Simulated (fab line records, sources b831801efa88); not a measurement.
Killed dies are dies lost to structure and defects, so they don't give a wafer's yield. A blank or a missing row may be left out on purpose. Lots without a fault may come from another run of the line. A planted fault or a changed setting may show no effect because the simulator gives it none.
One fault seen from 2 desks | flow gf180mcu | each desk has only its own numbers; what lay behind them comes last

THE TOOL OWNER'S DESK: furnace-01
The tool's own readings at GF_DUAL_GATE_OXIDATION_15 (stabilise 600 s, purge 300 s, target thk 7.098 nm): means of the sampled wafers that have a number, for each lot that ran on this tool. A lot is out of limits, marked OUT, if its mean lies more than 4 standard deviations from the usual mean; the brackets give that distance.
Columns: A = ox_temp_c_max at GF_DUAL_GATE_OXIDATION_15, usual 854.5; B = spike_tc_centre_C at GF_DUAL_GATE_OXIDATION_15, usual 850.0 C; C = spike_tc_upper_C at GF_DUAL_GATE_OXIDATION_15, usual 850.5 C; D = tube_center_temp_C_max at GF_DUAL_GATE_OXIDATION_15, usual 852.2; E = zone_power_bottom_pct at GF_DUAL_GATE_OXIDATION_15, usual 27.9 %
lot  | first seen here | A     | B     | C     | D     | E
L752 | day 10 06:31    | 853.7 | 849.5 | 851.0 | 852.0 | 26.0
L758 | day 12 02:31    | 854.2 | 847.5 | 851.0 | 852.4 | 25.6
L759 | day 12 07:37    | 854.0 | 849.3 | 851.5 | 852.3 | 25.7
This desk's finding: nothing out of limits on any of the 3 lots.

THE METROLOGY DESK
What the gauges read, lot by lot, whatever tool the lot ran on: means of the sampled wafers that have a number. A lot is out of limits, marked OUT, if its mean lies more than 4 standard deviations from the usual mean; the brackets give that distance. Of its 9 readings 7 are shown: those that lie furthest out on some lot.
Columns: A = DUAL_GATE_OXIDATION_00_THK at GF_DUAL_GATE_THK_MEAS_03, usual 10.89 nm; B = DUAL_GATE_OVL at GF_DUAL_GATE_OVL_MEAS_11, usual -0.3 nm; C = POLY_GATE_CVD_00_THK at GF_POLY_GATE_THK_MEAS_01, usual 200.3 nm; D = cd_nm at GF_POLY_GATE_CD_MEAS_10, usual 279.9 nm; E = POLY_GATE_OVL at GF_POLY_GATE_OVL_MEAS_11, usual 1 nm; F = POLY_GATE_OXIDATION_THK at GF_POLY_GATE_THK_MEAS_17, usual 4.02 nm; G = HV_LDD_OVL at GF_HV_LDD_OVL_MEAS_08, usual -0.1 nm
lot  | first seen here | A     | B    | C     | D     | E  | F    | G
L749 | day 8 17:35     | 10.92 | -0.2 | 196.7 | 281.1 | -7 | 3.98 | -0.9
L750 | day 8 23:31     | 10.72 | 1.3  | 201.0 | 278.5 | -0 | 4.01 | -0.5
L752 | day 9 13:26     | 10.94 | -0.1 | 201.4 | 279.3 | 0  | 3.93 | 0.2
L758 | day 11 07:15    | 11.23 | -1.6 | 198.0 | 278.3 | -8 | 4.14 | -2.2
L759 | day 11 12:37    | 10.84 | -0.4 | 200.6 | 279.5 | -2 | 3.95 | 0.3
L763 | day 12 14:40    | 11.13 | -0.8 | 200.7 | 280.0 | -2 | 4.02 | -1.3
This desk's finding: nothing out of limits on any of the 6 lots.

PUT TOGETHER
The tool owner's desk saw nothing out of limits.
The metrology desk saw nothing out of limits.

WHAT THE SIMULATOR HAD PUT IN
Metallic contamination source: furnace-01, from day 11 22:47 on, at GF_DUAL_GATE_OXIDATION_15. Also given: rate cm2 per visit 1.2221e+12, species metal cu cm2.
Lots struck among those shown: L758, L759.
